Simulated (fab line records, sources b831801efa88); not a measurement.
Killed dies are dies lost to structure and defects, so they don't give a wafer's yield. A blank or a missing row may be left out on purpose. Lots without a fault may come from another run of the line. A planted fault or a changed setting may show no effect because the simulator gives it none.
fab line records | flow gf180mcu
record lots=6 wafers=18 last_day=33
route steps=602 shown M1@315
lots that met no fault: from a run of the same line without faults
start_h: hours from the record's first day to the start of the lot's first wafer shown | wait_h: hours since the lot's step before | " the same as in the row above | L1.1+2: a row that stands for several wafers | - no value, or no start given | * or withheld: withheld | < > ~ a bound
route shown NAME@n: a module of which the file shows steps, and the number in the route of the first | usual: mean/standard deviation of fault-free wafers | same: alike in all rows | chamber/n: place in a boat | sites: the reading at each site | _std_site: their standard deviation | _edge_site: outer sites' mean less inner sites' | radius_mm: how far each site lies from the wafer's centre | mask NAME#n: copy n | behind: the tool/chamber that last shaped the wafer | hold: why the lot was held/for how many hours/how that ended | device: the transistor (n, p or np) that didn't switch | end of line: the same wafers' tests at the end of the route | a step without rows: its recipe alone | killed: dies lost to structure and defects at the first sort, not the wafer's yield | map: a wafer's dies, x killed, . not, _ none there
set.NAME: the setting as run; set.NAME@STEP: as run at that earlier step | model.NAME: the simulator's own value behind a step, which no gauge read
lots at some steps of the route; a table a step, a row a wafer
services: from which hour (start_h, from the record's first day; less than 0 if before it) a tool's chamber was out of use, for how many hours, and why
## steps
# step GF_M1_SPUTTER_00
# recipe material=Ti target_thk_nm=37.5 arriving_ion_energy_ev=80 substrate_temp_c=200 chamber_pressure_pa=2 power_w=4000 time_s=150
# usual throttle_valve_pct=30.1/0.7
# columns lot.wafer tool chamber start_h wait_h throttle_valve_pct
L295.2 pvd_sputter-04 - 397.69 0.2 28.7
L295.3 " - " " 30.4
L295.4 " - " " 30.3
L303.1 pvd_sputter-01 - 469.90 0.1 29.9
L303.3 " - " " 30.3
L303.6 " - " " 30.4
L308.2 pvd_sputter-03 - 512.49 0.1 32.0
L308.3 " - " " 30.7
L308.6 " - " " 30.5
L309.2 pvd_sputter-04 - 522.24 0.1 28.7
L309.4 " - " " 30.6
L309.6 " - " " 30.5
L310.1 pvd_sputter-03 - 529.19 0.1 31.5
L310.2 " - " " 30.4
L310.6 " - " " 29.3
L311.2 pvd_sputter-03 - 533.90 0.2 30.9
L311.3 " - " " 30.9
L311.6 " - " " 30.7
# step GF_M1_SPUTTER_01
# recipe material=TiN target_thk_nm=30 power_w=6500 time_s=25 chamber_pressure_pa=0.4
# usual throttle_valve_pct=30.1/0.7
# columns lot.wafer tool chamber start_h wait_h throttle_valve_pct
L295.2 pvd_sputter-04 - 397.79 0.1 28.6
L295.3 " - " " 30.3
L295.4 " - " " 30.1
L303.1 pvd_sputter-01 - 470.00 0.1 29.8
L303.3 " - " " 30.1
L303.6 " - " " 30.2
L308.2 pvd_sputter-03 - 512.59 0.1 31.4
L308.3 " - " " 30.6
L308.6 " - " " 30.8
L309.2 pvd_sputter-04 - 522.34 0.1 28.8
L309.4 " - " " 30.4
L309.6 " - " " 30.5
L310.1 pvd_sputter-03 - 529.29 0.1 31.8
L310.2 " - " " 30.4
L310.6 " - " " 29.4
L311.2 pvd_sputter-03 - 534.00 0.1 31.1
L311.3 " - " " 30.7
L311.6 " - " " 30.5
# step GF_M1_SPUTTER_02
# recipe material=AlCu target_thk_nm=450 power_w=10600 time_s=23.9 chamber_pressure_pa=0.4
# usual throttle_valve_pct=30.1/0.69
# columns lot.wafer tool chamber start_h wait_h throttle_valve_pct
L295.2 pvd_sputter-04 - 397.82 0.0 28.7
L295.3 " - " " 30.3
L295.4 " - " " 30.3
L303.1 pvd_sputter-01 - 470.03 0.0 29.6
L303.3 " - " " 30.2
L303.6 " - " " 30.5
L308.2 pvd_sputter-03 - 512.62 0.0 31.4
L308.3 " - " " 30.4
L308.6 " - " " 30.9
L309.2 pvd_sputter-04 - 522.37 0.0 28.7
L309.4 " - " " 30.3
L309.6 " - " " 30.1
L310.1 pvd_sputter-03 - 529.32 0.0 31.5
L310.2 " - " " 30.6
L310.6 " - " " 29.3
L311.2 pvd_sputter-03 - 534.03 0.0 31.2
L311.3 " - " " 30.5
L311.6 " - " " 30.4
# step GF_M1_SPUTTER_03
# recipe material=Ti target_thk_nm=10 substrate_temp_c=300 chamber_pressure_pa=0.3 power_w=3000 time_s=6.7
# usual throttle_valve_pct=30.1/0.71
# columns lot.wafer tool chamber start_h wait_h throttle_valve_pct
L295.2 pvd_sputter-04 - 397.85 0.0 28.6
L295.3 " - " " 30.5
L295.4 " - " " 30.3
L303.1 pvd_sputter-01 - 470.06 0.0 29.8
L303.3 " - " " 30.3
L303.6 " - " " 30.2
L308.2 pvd_sputter-03 - 512.65 0.0 31.5
L308.3 " - " " 30.4
L308.6 " - " " 30.3
L309.2 pvd_sputter-04 - 522.40 0.0 28.7
L309.4 " - " " 30.4
L309.6 " - " " 30.5
L310.1 pvd_sputter-03 - 529.35 0.0 31.7
L310.2 " - " " 30.4
L310.6 " - " " 29.5
L311.2 pvd_sputter-03 - 534.06 0.0 31.1
L311.3 " - " " 30.4
L311.6 " - " " 30.5
# step GF_M1_SPUTTER_04
# recipe material=TiN target_thk_nm=50 power_w=6500 time_s=41.7 chamber_pressure_pa=0.4
# usual throttle_valve_pct=30.1/0.71
# columns lot.wafer tool chamber start_h wait_h throttle_valve_pct
L295.2 pvd_sputter-04 - 397.87 0.0 28.3
L295.3 " - " " 30.2
L295.4 " - " " 30.5
L303.1 pvd_sputter-01 - 470.08 0.0 29.8
L303.3 " - " " 30.2
L303.6 " - " " 30.2
L308.2 pvd_sputter-03 - 512.67 0.0 31.4
L308.3 " - " " 30.6
L308.6 " - " " 30.5
L309.2 pvd_sputter-04 - 522.42 0.0 28.7
L309.4 " - " " 30.5
L309.6 " - " " 30.4
L310.1 pvd_sputter-03 - 529.37 0.0 31.8
L310.2 " - " " 30.7
L310.6 " - " " 29.3
L311.2 pvd_sputter-03 - 534.08 0.0 31.1
L311.3 " - " " 30.8
L311.6 " - " " 30.6
# step GF_M1_RS_MEAS_05
# recipe thk_meas_gauge=four-point-probe reads=TiN_of_M1_SPUTTER_04+Ti_of_M1_SPUTTER_03+AlCu_of_M1_SPUTTER_02+TiN_of_M1_SPUTTER_01+Ti_of_M1_SPUTTER_00
# usual M1_ALCU_RS=0.0692/0.00071
# columns lot.wafer tool chamber start_h wait_h M1_ALCU_RS[ohm/sq]
L295.2 film_metro-04 - 397.93 0.0 0.0687
L295.3 " - " " 0.0689
L295.4 " - " " 0.0695
L303.1 film_metro-01 - 470.12 0.0 0.0695
L303.3 " - " " 0.0688
L303.6 " - " " 0.0702
L308.2 film_metro-03 - 512.73 0.0 0.0691
L308.3 " - " " 0.0695
L308.6 " - " " 0.0697
L309.2 film_metro-04 - 522.48 0.0 0.0701
L309.4 " - " " 0.0697
L309.6 " - " " 0.0702
L310.1 film_metro-03 - 529.41 0.0 0.0698
L310.2 " - " " 0.0700
L310.6 " - " " 0.0692
L311.2 film_metro-04 - 534.14 0.0 0.0702
L311.3 " - " " 0.0699
L311.6 " - " " 0.0701
# step GF_M1_THK_MEAS_06
# recipe thk_meas_gauge=xrf reads=AlCu_of_M1_SPUTTER_02
# usual M1_ALCU_THK=441/5.5
# columns lot.wafer tool chamber start_h wait_h M1_ALCU_THK[nm]
L295.2 film_metro-04 - 398.04 0.1 443
L295.3 " - " " 443
L295.4 " - " " 441
L303.1 film_metro-01 - 470.24 0.1 443
L303.3 " - " " 444
L303.6 " - " " 436
L308.2 film_metro-03 - 512.84 0.1 439
L308.3 " - " " 438
L308.6 " - " " 438
L309.2 film_metro-04 - 522.59 0.1 434
L309.4 " - " " 437
L309.6 " - " " 433
L310.1 film_metro-03 - 529.53 0.1 436
L310.2 " - " " 436
L310.6 " - " " 440
L311.2 film_metro-04 - 534.25 0.1 434
L311.3 " - " " 437
L311.6 " - " " 437
# step GF_M1_DEHYDRATE_07
# recipe temp_c=200 time_s=60
# step GF_M1_HMDS_08
# recipe prime_time_s=60 prime_temp_c=120
# step GF_M1_COAT_09
# recipe resist=KrF spin_rpm=withheld resist_thk_nm=1000
# step GF_M1_SOFTBAKE_10
# recipe temp_c=130 time_s=60 resist=KrF
# step GF_M1_EXPOSE_11
# recipe mask_id=Metal1 target_cd_nm=230 na=0.68 source_shape=conventional sigma_outer=0.6 dose_mj=28
# step GF_M1_PEB_12
# recipe peb_temp_c=135 peb_time_s=90 resist=KrF
# usual chill_plate_temp_C=23.02/0.12 exhaust_pa=45.1/0.89 plate_temp_C=135.01/0.15
# columns lot.wafer tool chamber start_h wait_h chill_plate_temp_C exhaust_pa plate_temp_C
L295.2 litho_track-01 0 421.47 - 23.05 45.8 134.67
L295.3 " 0 " " 22.96 46.4 135.07
L295.4 " 0 " " 23.03 46.1 134.77
L303.1 litho_track-03 0 494.04 - 22.93 43.8 135.05
L303.3 " 0 " " 22.88 43.6 135.00
L303.6 " 0 " " 23.00 45.4 135.04
L308.2 litho_track-02 0 534.72 - 23.08 46.4 134.93
L308.3 " 0 " " 23.04 45.5 135.18
L308.6 " 0 " " 23.00 47.0 135.21
L309.2 litho_track-01 - 544.86 - - - -
L309.4 " - " " - - -
L309.6 " - " " - - -
L310.1 litho_track-01 - 551.43 - - - -
L310.2 " - " " - - -
L310.6 " - " " - - -
L311.2 litho_track-01 0 556.21 - 22.87 46.5 135.01
L311.3 " 0 " " 23.28 45.3 134.96
L311.6 " 0 " " 23.09 45.8 135.06
# step GF_M1_DEVELOP_13
# recipe develop_time_s=60 dev_temp_c=21
## services
# columns tool chamber start_h hours kind
pvd_sputter-01 - 387.58 1.8 repair
## key
first_sign step=GF_M1_PEB_12 reading=tool_record direction=missing
effect none on later readings
met_at GF_M1_PEB_12
struck_wafers L309.2,L309.4,L309.6,L310.1,L310.2,L310.6
later_rows_left_out L309.2,L309.4,L309.6,L310.1,L310.2,L310.6
sort_left_out L309.2,L309.4,L309.6,L310.1,L310.2,L310.6
onset_between 421.47 544.86
fault kind=skipped_step_whole tool=litho_track-01 chamber=- onset_h=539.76 steps=GF_M1_PEB_12 scope=struck_lots_only
# sort_left_out: the simulated sort isn't trusted on such a fault, so these wafers' sort isn't shown, and their yield isn't known
# later_rows_left_out: the simulator's readings of these wafers behind a module that went badly wrong aren't trusted and aren't shown, but for the sort
